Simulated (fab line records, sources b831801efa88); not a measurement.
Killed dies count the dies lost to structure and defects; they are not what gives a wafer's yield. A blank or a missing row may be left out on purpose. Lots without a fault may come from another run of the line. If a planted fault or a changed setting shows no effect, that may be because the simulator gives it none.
Check of tool commonality | flow gf180mcu | 45 wafers sampled across 12 lots

## WHY IT WAS OPENED
Flagged at GF_NSD_CD_MEAS_07: reading cdNm, on 3 of 12 lots. Wafers without a fault read 400.6 nm, standard deviation 2.2.
Rule: a lot is flagged when every wafer of it that has a number lies more than 4 standard deviations from that mean, or none has a number. The other lots count as sound.

lot  | measured     | on       | cdNm (nm), wafer by wafer           | flag
L535 | day 13 07:48 | cdSem-01 | 396.3 397.0 396.7                   | 
L537 | day 13 21:12 | cdSem-01 | 399.8 400.2 400.2                   | 
L542 | day 15 18:55 | cdSem-02 | 402.5 403.2 402.2                   | 
L545 | day 17 02:29 | cdSem-02 | 386.5 385.7 385.5 386.8 385.3 385.5 | FLAGGED
L546 | day 17 12:28 | cdSem-02 | 385.9 386.3 385.4 385.4 386.3 385.8 | FLAGGED
L548 | day 17 22:52 | cdSem-01 | 386.1 385.2 385.3 386.0 384.8 385.3 | FLAGGED
L550 | day 19 02:44 | cdSem-01 | 398.3 398.8 399.0                   | 
L552 | day 19 07:27 | cdSem-01 | 403.3 404.3 402.9                   | 
L553 | day 19 10:56 | cdSem-01 | 399.2 399.4 397.7                   | 
L557 | day 20 23:43 | cdSem-01 | 402.5 401.7 402.8                   | 
L556 | day 20 23:55 | cdSem-02 | 400.6 399.9 399.5                   | 
L558 | day 21 10:44 | cdSem-02 | 403.3 404.2 403.7                   | 
The numbers of the flagged lots are 385.7 nm on average: -14.9 nm against the usual, or -7 standard deviations.

## LOT BY LOT: THE TOOL USED
The record keeps 1 process step preceding the reading, out of 602 steps on the route. In each cell: the tool, then ch and the chambers that the sampled wafers went through, then the start.
lot  | flag    | GF_NSD_COAT_02
L535 |         | lithoTrack-03 ch 0, day 12 21:48
L537 |         | lithoTrack-01 ch 0, day 13 10:40
L542 |         | lithoTrack-04 ch 0, day 15 07:31
L545 | FLAGGED | lithoTrack-03 ch 0, day 16 15:03
L546 | FLAGGED | lithoTrack-03 ch 0, day 17 01:34
L548 | FLAGGED | lithoTrack-03 ch 0, day 17 11:07
L550 |         | lithoTrack-04 ch 0, day 18 14:47
L552 |         | lithoTrack-01 ch 0, day 18 19:30
L553 |         | lithoTrack-01 ch 0, day 18 22:24
L557 |         | lithoTrack-04 ch 0, day 20 11:38
L556 |         | lithoTrack-03 ch 0, day 20 11:52
L558 |         | lithoTrack-01 ch 0, day 20 22:42
What these steps do:
- GF_NSD_COAT_02: resist thk 1000 nm.
- GF_NSD_CD_MEAS_07: target cd 400 nm.

## FLAGGED OVER TOTAL, TOOL BY TOOL (the gauges that took the reading come last)
step              | tool          | lots run | flagged | share of the flagged lots | sound lots run after its first flagged lot
GF_NSD_COAT_02    | lithoTrack-01 | 4        | 0       | none                      | -
GF_NSD_COAT_02    | lithoTrack-03 | 5        | 3       | all                       | 1 (L556)
GF_NSD_COAT_02    | lithoTrack-04 | 3        | 0       | none                      | -
GF_NSD_CD_MEAS_07 | cdSem-01      | 7        | 1       | some                      | 4 (L550,L552,L553,L557)
GF_NSD_CD_MEAS_07 | cdSem-02      | 5        | 2       | some                      | 2 (L556,L558)

## WHAT THE TABLE ALLOWS
Rows of the table that ran each flagged lot: 1, that is lithoTrack-03 at GF_NSD_COAT_02.
- lithoTrack-03 at GF_NSD_COAT_02 ran 5 lots, 3 of them flagged. Lots that were sound ran on it after the first flagged one (L556); a persistent fault on the entire tool would not allow that.
No row of the table ran every flagged lot and no sound lot after the first.

## WHAT THE SIMULATOR HAD PUT IN
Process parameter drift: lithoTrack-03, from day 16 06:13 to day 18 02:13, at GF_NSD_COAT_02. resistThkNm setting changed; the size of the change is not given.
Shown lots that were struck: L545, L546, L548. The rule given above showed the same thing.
